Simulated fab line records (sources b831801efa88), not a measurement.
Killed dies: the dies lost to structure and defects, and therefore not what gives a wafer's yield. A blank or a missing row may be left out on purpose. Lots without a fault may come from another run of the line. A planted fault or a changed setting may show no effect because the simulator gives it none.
A single fault, viewed from 2 desks ; flow gf180mcu ; each desk has only its own numbers; what lay behind them comes last

## THE TOOL OWNER'S DESK: rie_metal-03
The tool's own readings at GF_MIM_METAL_ETCH_19 (etches the open film in Cl2/BCl3, stops on Si3N4, target depth 324.5 nm, time 54.1 s): means of the sampled wafers that have a number, for each lot that ran on this tool. Marked OUT: a lot whose mean sits more than 4 standard deviations from the usual mean, which makes it out of limits; the brackets give that distance.
Columns: A = bias_w at GF_MIM_METAL_ETCH_19, usual 139.9 W; B = drypump_motor_current_A at GF_MIM_METAL_ETCH_19, usual 5.4 A; C = he_backside_leak_sccm at GF_MIM_METAL_ETCH_19, usual 3.44 sccm; D = mfc_cl2_sccm at GF_MIM_METAL_ETCH_19, usual 79.98 sccm; E = oes_product_au at GF_MIM_METAL_ETCH_19, usual 0.940 a.u.; F = throttle_valve_pct at GF_MIM_METAL_ETCH_19, usual 28.286 %
lot;first seen here;A;B;C;D;E;F
L650;day 25 23:55;140.3;5.5;3.57;79.74;0.938;28.294
L656;day 28 02:43;139.5;5.4;3.61;79.93;0.936;28.303
L657;day 28 14:28;140.1;5.5;3.48;80.03;0.938;28.288
L664;day 30 15:16;128.6 (-25) OUT;5.5;3.54;80.16;0.942;28.281
L668;day 31 11:54;128.8 (-25) OUT;5.5;3.48;79.71;0.943;28.292
Finding of this desk: L664, L668 out of limits; the first was L664 at day 30 15:16, on bias_w at GF_MIM_METAL_ETCH_19. In limits: L650, L656, L657.

## METROLOGY DESK
What the gauges read, lot by lot, whatever tool the lot ran on: means of the sampled wafers that have a number. Marked OUT: a lot whose mean sits more than 4 standard deviations from the usual mean, which makes it out of limits; the brackets give that distance.
Columns: A = cd_nm at GF_V4_CD_MEAS_14, usual 260.1 nm; B = V4_W_THK at GF_V4_THK_MEAS_25, usual 350 nm
lot;first seen here;A;B
L648;day 24 06:10;260.7;344
L649;day 24 15:11;260.5;355
L650;day 25 00:44;260.9;355
L651;day 25 09:59;259.0;352
L654;day 26 11:53;260.8;347
L656;day 27 04:03;260.0;349
L657;day 27 17:40;260.8;348
L659;day 28 02:27;258.8;348
L664;day 29 18:26;261.1;351
L668;day 30 16:29;259.3;345
L669;day 30 23:07;260.6;355
L670;day 31 02:14;258.8;351
L671;day 31 05:55;260.6;347
This desk's finding: nothing out of limits on any of the 13 lots.

## PUT TOGETHER
The tool owner's desk could have raised an alarm at day 30 15:16, on L664, L668.
The metrology desk saw nothing out of limits.
The metrology desk has L664, L668 on record, within its limits.
GF_MIM_METAL_ETCH_19 was run on rie_metal-03 by each of the lots named.

## WHAT THE SIMULATOR PUT IN
rie_metal-03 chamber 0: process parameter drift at GF_MIM_METAL_ETCH_19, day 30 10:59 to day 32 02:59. Setting bias_w shifted by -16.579 from 140. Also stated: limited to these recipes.
Lots struck among those shown: L664, L668.
Each desk's first reading out of limits, in hours after the fault started: the tool owner's desk, 4.
